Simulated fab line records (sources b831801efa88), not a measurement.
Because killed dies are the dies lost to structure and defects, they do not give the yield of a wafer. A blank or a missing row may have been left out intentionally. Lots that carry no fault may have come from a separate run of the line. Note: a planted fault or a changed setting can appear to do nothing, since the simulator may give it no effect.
Which tool was responsible? | flow gf180mcu | Sampling: 15 lots, 39 wafers, 4 of 602 route steps

== WHAT THE GAUGES SHOWED, per wafer ==
GF_CONTACT_OVL_MEAS_15. Usual: CONTACT_OVL typically reads 0 nm, with standard deviation 5.9.
lot  | measured     | on         | CONTACT_OVL (nm) | flag
L283 | day 16 04:35 | overlay-01 | 8 0 10           |
L284 | day 16 09:29 | overlay-02 | 4 5 2            |
L285 | day 17 01:46 | overlay-01 | -9 1 -9          |
L287 | day 18 00:46 | overlay-01 | 1                |
L291 | day 19 05:35 | overlay-02 | 1                |
L292 | day 19 13:04 | overlay-01 | -10              |
L294 | day 20 05:23 | overlay-02 | 2 10 1           |
L295 | day 20 11:59 | overlay-02 | -9 -10 -15       |
L297 | day 21 04:57 | overlay-01 | 2 11 -4          |
L298 | day 21 11:10 | overlay-02 | -11 -7 0         |
L300 | day 22 09:03 | overlay-02 | -1 1 -1          |
L301 | day 22 13:20 | overlay-02 | 5 7 13           |
L303 | day 23 05:59 | overlay-01 | -8 -5 -4         |
L304 | day 23 14:33 | overlay-01 | 4 8 5            |
L305 | day 23 20:41 | overlay-02 | 4 2 5            |

GF_V1_OVL_MEAS_15. Usual: V1_OVL typically reads -4 nm, with standard deviation 5.
lot  | measured     | on         | V1_OVL (nm) | flag
L283 | day 18 03:59 | overlay-01 | -15 -10 -7  |
L284 | day 18 10:14 | overlay-01 | -10 -1 -7   |
L285 | day 19 03:27 | overlay-01 | -10 -5 -15  |
L287 | day 20 03:49 | overlay-01 | -6          |
L291 | day 21 09:11 | overlay-01 | -1          |
L292 | day 21 16:31 | overlay-01 | -12         |
L294 | day 22 09:08 | overlay-01 | -2 -1 -4    |
L295 | day 22 15:11 | overlay-01 | -4 -7 -8    |
L297 | day 23 06:22 | overlay-01 | 1 -7 -2     |
L298 | day 23 13:34 | overlay-01 | 1 5 6       |
L300 | day 24 09:38 | overlay-01 | 0 -15 -7    |
L301 | day 24 14:29 | overlay-01 | 0 -2 -1     |
L303 | day 25 04:34 | overlay-01 | 6 -1 1      |
L304 | day 25 14:07 | overlay-01 | -3 -6 -7    |
L305 | day 25 19:23 | overlay-01 | 0 -7 0      |

== EACH LOT AND THE TOOL THAT RAN IT (in order: tool; ch and the chambers of the sampled wafers; start) ==
lot  | GF_M1_SPUTTER_04             | GF_M1_STRIP_17
L283 | pvd_sputter-03, day 16 05:57 | plasma_asher-03 ch 0,1, day 17 03:49
L284 | pvd_sputter-03, day 16 10:50 | plasma_asher-04 ch 0,1, day 17 09:33
L285 | pvd_sputter-04, day 17 03:07 | plasma_asher-04 ch 0,1, day 18 02:29
L287 | pvd_sputter-03, day 18 02:08 | plasma_asher-04 ch 1, day 19 02:08
L291 | pvd_sputter-03, day 19 06:56 | plasma_asher-04 ch 1, day 20 07:46
L292 | pvd_sputter-03, day 19 14:25 | plasma_asher-04 ch 1, day 20 15:10
L294 | pvd_sputter-03, day 20 06:44 | plasma_asher-03 ch 0,1, day 21 07:46
L295 | pvd_sputter-04, day 20 13:21 | plasma_asher-03 ch 0,1, day 21 13:14
L297 | pvd_sputter-04, day 21 06:19 | plasma_asher-01 ch 0,1, day 22 06:05
L298 | pvd_sputter-01, day 21 12:31 | plasma_asher-03 ch 0,1, day 22 13:05
L300 | pvd_sputter-03, day 22 10:25 | plasma_asher-01 ch 0,1, day 23 10:08
L301 | pvd_sputter-04, day 22 14:41 | plasma_asher-01 ch 1, day 23 14:20
L303 | pvd_sputter-03, day 23 07:20 | plasma_asher-03 ch 0,1, day 24 05:50
L304 | pvd_sputter-03, day 23 15:55 | plasma_asher-01 ch 0,1, day 24 15:13
L305 | pvd_sputter-03, day 23 22:02 | plasma_asher-03 ch 0,1, day 24 20:58
- GF_M1_SPUTTER_04: material TiN, target thk 50 nm, time 41.7 s.
- GF_M1_STRIP_17: strips in O2/N2.

== WHAT THE TOOLS THEMSELVES READ (means of the sampled wafers that have a number; where no wafer has one, the mark that the record gives instead) ==
GF_M1_SPUTTER_04. Usual: throttle_valve_pct 30.4 %, standard deviation 1.1.
lot  | tool           | throttle_valve_pct (%) | flag
L283 | pvd_sputter-03 | 30.6                   |
L284 | pvd_sputter-03 | 30.5                   |
L285 | pvd_sputter-04 | 30.6                   |
L287 | pvd_sputter-03 | 31.2                   |
L291 | pvd_sputter-03 | 30.9                   |
L292 | pvd_sputter-03 | 30.6                   |
L294 | pvd_sputter-03 | 30.4                   |
L295 | pvd_sputter-04 | 29.5                   |
L297 | pvd_sputter-04 | 30.3                   |
L298 | pvd_sputter-01 | 30.2                   |
L300 | pvd_sputter-03 | 30.6                   |
L301 | pvd_sputter-04 | 29.9                   |
L303 | pvd_sputter-03 | 30.6                   |
L304 | pvd_sputter-03 | 30.4                   |
L305 | pvd_sputter-03 | 31.2                   |

GF_M1_STRIP_17. Usual: chamber_pressure_mTorr 1500.1 mTorr, standard deviation 1.3; drypump_motor_current_A 5.6 A, standard deviation 0.33; heater_power_w 308 W, standard deviation 34; n2_flow_sccm 300.0 sccm, standard deviation 0.89; oes_product_au 0.557 a.u., standard deviation 0.0047; strip_time_to_endpoint_s 7.87 s, standard deviation 0.049.
lot  | tool            | chamber_pressure_mTorr (mTorr) | drypump_motor_current_A (A) | heater_power_w (W) | n2_flow_sccm (sccm) | oes_product_au (a.u.) | strip_time_to_endpoint_s (s) | flag
L283 | plasma_asher-03 | 1500.4                         | 5.6                         | 293                | 299.9               | 0.557                 | 7.88                         |
L284 | plasma_asher-04 | 1500.0                         | 5.4                         | 294                | 300.0               | 0.555                 | 7.82                         |
L285 | plasma_asher-04 | 1500.3                         | 5.4                         | 299                | 299.8               | 0.554                 | 7.89                         |
L287 | plasma_asher-04 | 1199.9                         | 5.3                         | 315                | 299.1               | 0.553                 | 8.46                         | OFF
L291 | plasma_asher-04 | 1198.3                         | 5.3                         | 305                | 299.4               | 0.556                 | 8.41                         | OFF
L292 | plasma_asher-04 | 1200.8                         | 5.3                         | 304                | 300.5               | 0.559                 | 8.34                         | OFF
L294 | plasma_asher-03 | 1500.5                         | 5.4                         | 291                | 299.8               | 0.560                 | 7.82                         |
L295 | plasma_asher-03 | 1499.3                         | 5.4                         | 296                | 300.3               | 0.556                 | 7.91                         |
L297 | plasma_asher-01 | 1500.4                         | 5.9                         | 351                | 300.0               | 0.563                 | 7.93                         |
L298 | plasma_asher-03 | 1499.6                         | 5.6                         | 294                | 300.8               | 0.557                 | 7.84                         |
L300 | plasma_asher-01 | 1500.4                         | 6.0                         | 325                | 300.4               | 0.557                 | 7.96                         |
L301 | plasma_asher-01 | 1501.6                         | 6.2                         | 288                | 299.9               | 0.556                 | 7.87                         |
L303 | plasma_asher-03 | 1500.3                         | 5.4                         | 293                | 298.7               | 0.557                 | 7.93                         |
L304 | plasma_asher-01 | 1499.5                         | 5.9                         | 348                | 300.2               | 0.555                 | 7.85                         |
L305 | plasma_asher-03 | 1499.9                         | 5.6                         | 289                | 299.6               | 0.556                 | 7.87                         |

== THE ANSWER, worked out from the rows above alone ==
Rule: a lot counts as off when the mean over its wafers that have a number is more than 3 standard deviations away from the usual mean. A lot without any number at a reading at which 4 lots or more have one is off too. The other lots that the step has rows for count as sound. After the gauges, taken in route order, come the tools' own readings; for these a lot's mean is taken, as printed above. The first step at which some lot is off is used, and at that step the reading that is off furthest; a lot without a number counts as furthest.
Off at GF_M1_STRIP_17 (chamber_pressure_mTorr): L287, L291, L292.
A tool fits if, at that step or a process step before it, it ran every lot that is off, and no sound lot after the first of them. One fits: plasma_asher-04 at GF_M1_STRIP_17. Its last sound lot is L285 (day 18 02:29), its first lot that is off L287 (day 19 02:08): a fault that began between those two fits.
The tool's own readings at GF_M1_STRIP_17 bear it out: on the lots that are off they differ by more than 5 times the standard deviation of the sound lots' means. chamber_pressure_mTorr reads 1199.7 mTorr there against 1500.2 mTorr on the sound lots; strip_time_to_endpoint_s reads 8.40 s there against 7.88 s on the sound lots.

== WHAT THE SIMULATOR HAD PUT IN ==
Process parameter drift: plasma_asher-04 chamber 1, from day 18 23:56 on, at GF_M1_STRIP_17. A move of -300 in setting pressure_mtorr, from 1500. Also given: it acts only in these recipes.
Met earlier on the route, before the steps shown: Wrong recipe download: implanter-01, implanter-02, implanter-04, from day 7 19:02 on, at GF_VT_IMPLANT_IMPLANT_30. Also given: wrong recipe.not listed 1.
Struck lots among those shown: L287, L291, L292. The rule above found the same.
